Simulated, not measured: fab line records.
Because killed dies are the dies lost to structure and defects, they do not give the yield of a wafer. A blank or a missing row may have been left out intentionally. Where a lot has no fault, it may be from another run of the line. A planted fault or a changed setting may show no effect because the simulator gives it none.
Matching of chambers -- flow gf180mcu -- GF_V2_ETCH_16 on rie-diel-03 has 4 sister chambers
The step etches BARC in N2/H2. 14 wafers are shown with their chamber, then 7 later ones without.

== WAFERS PAIRED WITH THEIR CHAMBERS ==
wafer,chamber,drypump-motor-current-A (A),oes-product-au (a.u.),throttle-valve-pct (%)
L079.2,3,5.56,0.849,13.246
L079.5,2,5.64,0.862,13.224
L079.6,1,5.52,0.862,13.216
L080.1,0,5.24,0.851,13.231
L080.5,2,5.63,0.858,13.232
L080.6,1,5.49,0.857,13.213
L081.2,0,5.20,0.856,13.229
L081.4,3,5.51,0.852,13.218
L081.5,2,5.64,0.850,13.231
L088.2,0,5.24,0.855,13.239
L088.4,2,5.67,0.855,13.215
L088.6,0,5.24,0.851,13.236
L090.2,0,5.23,0.854,13.227
L090.4,3,5.58,0.851,13.234

SIGNATURES (averages over the wafers above)
reading,chamber 0,chamber 1,chamber 2,chamber 3,scatter within a chamber
drypump-motor-current-A,5.2300,5.5050,5.6450,5.5500,0.0227
oes-product-au,0.85340,0.85950,0.85625,0.85067,0.00339
throttle-valve-pct,13.23240,13.21450,13.22550,13.23267,0.00827
Rule: for a wafer and a chamber, the distance is found by dividing, reading by reading, the gap between the wafer's reading and the chamber's mean by the reading's scatter, squaring, summing and taking the root. If the next closest chamber is less than 2 further off than the closest, the wafer can't be placed; otherwise it belongs to the closest. The scatter is the square root of a quotient: the sum, over the shown wafers, of each reading's squared deviation from its chamber's mean, divided by wafers minus chambers.

== WAFERS WITHOUT THEIR CHAMBER ==
wafer,drypump-motor-current-A (A),oes-product-au (a.u.),throttle-valve-pct (%)
L090.5,5.67,0.861,13.234
L091.1,5.51,0.857,13.227
L091.3,5.24,0.849,13.226
L091.5,5.50,0.858,13.229
L093.1,5.56,0.849,13.239
L093.2,5.66,0.858,13.237
L093.4,5.24,0.853,13.228

== WHICH CHAMBER EACH WENT THROUGH ==
wafer,from the rows above,in truth
L090.5,2,2
L091.1,can't be placed: 1 or 3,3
L091.3,0,0
L091.5,can't be placed: 1 or 3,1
L093.1,3,3
L093.2,2,2
L093.4,0,0
5 of 7 placed correctly. Unplaceable from these rows: 2, with the true chamber sitting among the candidates in 2. Number placed wrongly: 0.
